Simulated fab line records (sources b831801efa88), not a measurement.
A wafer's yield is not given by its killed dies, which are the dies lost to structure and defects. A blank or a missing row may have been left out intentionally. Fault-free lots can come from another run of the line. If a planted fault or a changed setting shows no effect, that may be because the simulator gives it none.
What tool caused it? | flow gf180mcu | 6 lots, 17 wafers sampled, at 3 steps of a route of 602

== WHAT EACH GAUGE READ, for each wafer ==
GF_NWELL_OVL_MEAS_07.
lot  | measured    | on         | NWELL_OVL (nm)
L633 | day 3 13:39 | overlay-01 | 1.7 2.6 1.8
L641 | day 5 09:01 | overlay-02 | 2.4 3.1
L645 | day 6 08:59 | overlay-01 | -0.7 0.4 0.4
L648 | day 7 00:16 | overlay-02 | 2.2 2.0 2.5
L652 | day 7 20:45 | overlay-02 | 0.8 2.3 1.4
L655 | day 8 13:07 | overlay-02 | 0.0 1.7 2.2

== WHICH TOOL RAN EACH LOT (tool, then ch and the chambers of the sampled wafers, then the start) ==
lot  | GF_STI_ETCH_14                  | GF_STI_STRIP_15
L633 | rie-si-01 ch 0,3, day 2 08:32   | plasma-asher-01 ch 0,1, day 2 08:37
L641 | rie-si-01 ch 1,3, day 4 00:16   | plasma-asher-01 ch 0,1, day 4 00:20
L645 | rie-si-02 ch 0,1,2, day 4 20:54 | plasma-asher-04 ch 0,1, day 4 20:58
L648 | rie-si-02 ch 0,2,3, day 5 12:41 | plasma-asher-02 ch 0,1, day 5 12:46
L652 | rie-si-02 ch 0,1,2, day 6 08:36 | plasma-asher-04 ch 0,1, day 6 08:40
L655 | rie-si-02 ch 0,2,3, day 7 00:17 | plasma-asher-04 ch 0,1, day 7 00:23
- GF_STI_ETCH_14: etches Si in HBr/Cl2/O2, target depth 360 nm, time 102.9 s.
- GF_STI_STRIP_15: strips in O2/N2.

== THE ANSWER, worked out from the rows above alone ==
Rule: the usual values come from the lots themselves. The widest of any qualifying gaps counts: lots, ordered by their means at a reading, are off when they make up no more than a third of the lots, leave a main group of 4 or more, and stand apart from it by 3 or more times the standard deviation of that group's means. Not used: any main group whose means are identical at the precision the tables above print for the reading. A lot without any number at a reading at which 4 lots or more have one is off too. All remaining lots with rows at the step are treated as sound.
None of the lots is off at any reading shown; this tells nothing.

== WHAT WAS PUT IN BY THE SIMULATOR ==
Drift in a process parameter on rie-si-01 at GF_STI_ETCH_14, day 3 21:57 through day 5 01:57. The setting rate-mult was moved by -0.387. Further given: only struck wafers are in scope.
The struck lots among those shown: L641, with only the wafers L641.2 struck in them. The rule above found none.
